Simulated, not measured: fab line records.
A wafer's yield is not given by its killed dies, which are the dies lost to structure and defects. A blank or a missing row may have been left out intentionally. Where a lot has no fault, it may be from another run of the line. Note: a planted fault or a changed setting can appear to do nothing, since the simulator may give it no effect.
Chamber matching	flow sky130	SKY_CONTACT_ETCH_17 on rieDiel-02 has 4 sister chambers
The step etches SiO2 in C4F8/O2/Ar, stops on Si3N4, target depth 340 nm. 14 wafers are shown with their chamber, then 7 later ones without.

== WAFERS PAIRED WITH THEIR CHAMBERS ==
wafer	chamber	oesProductAu (a.u.)
L219.1	3	0.884
L219.3	1	0.887
L219.6	1	0.893
L232.3	2	0.899
L232.4	3	0.889
L232.5	3	0.890
L235.3	0	0.894
L235.4	3	0.895
L235.6	3	0.895
L236.1	0	0.894
L236.5	1	0.890
L236.6	0	0.890
L225.1	3	0.895
L225.2	1	0.898

SIGNATURES (means of the wafers above)
reading	chamber 0	chamber 1	chamber 2	chamber 3	scatter within a chamber
oesProductAu	0.89267	0.89200	0.89900	0.89133	0.00422
Rule: for each reading, subtract the chamber's mean from the wafer's reading, divide by that reading's scatter and square the result; add these up over the readings and take the root, which gives the wafer's distance from the chamber. The wafer belongs to the nearest chamber; if the next one is less than 2 further off, it can't be placed. How the scatter is found: for the shown wafers, subtract from each reading the mean of its chamber, square and add these, divide the total by (wafers less chambers), then take the root.

== WAFERS WHOSE CHAMBER IS MISSING ==
wafer	oesProductAu (a.u.)
L225.3	0.892
L226.1	0.881
L226.3	0.889
L226.4	0.891
L230.1	0.890
L230.3	0.878
L230.6	0.893

== WHICH CHAMBER EACH WENT THROUGH ==
wafer	from the rows above	in truth
L225.3	can't be placed: 1 or 0 or 3 or 2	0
L226.1	can't be placed: 3 or 1 or 0 or 2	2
L226.3	can't be placed: 3 or 1 or 0 or 2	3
L226.4	can't be placed: 3 or 1 or 0 or 2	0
L230.1	can't be placed: 3 or 1 or 0 or 2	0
L230.3	can't be placed: 3 or 1 or 0 or 2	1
L230.6	can't be placed: 0 or 1 or 3 or 2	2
Placed correctly: 0 of 7. Can't be placed from these rows: 7 (the true chamber is among the candidates in 7). 0 placed wrongly.
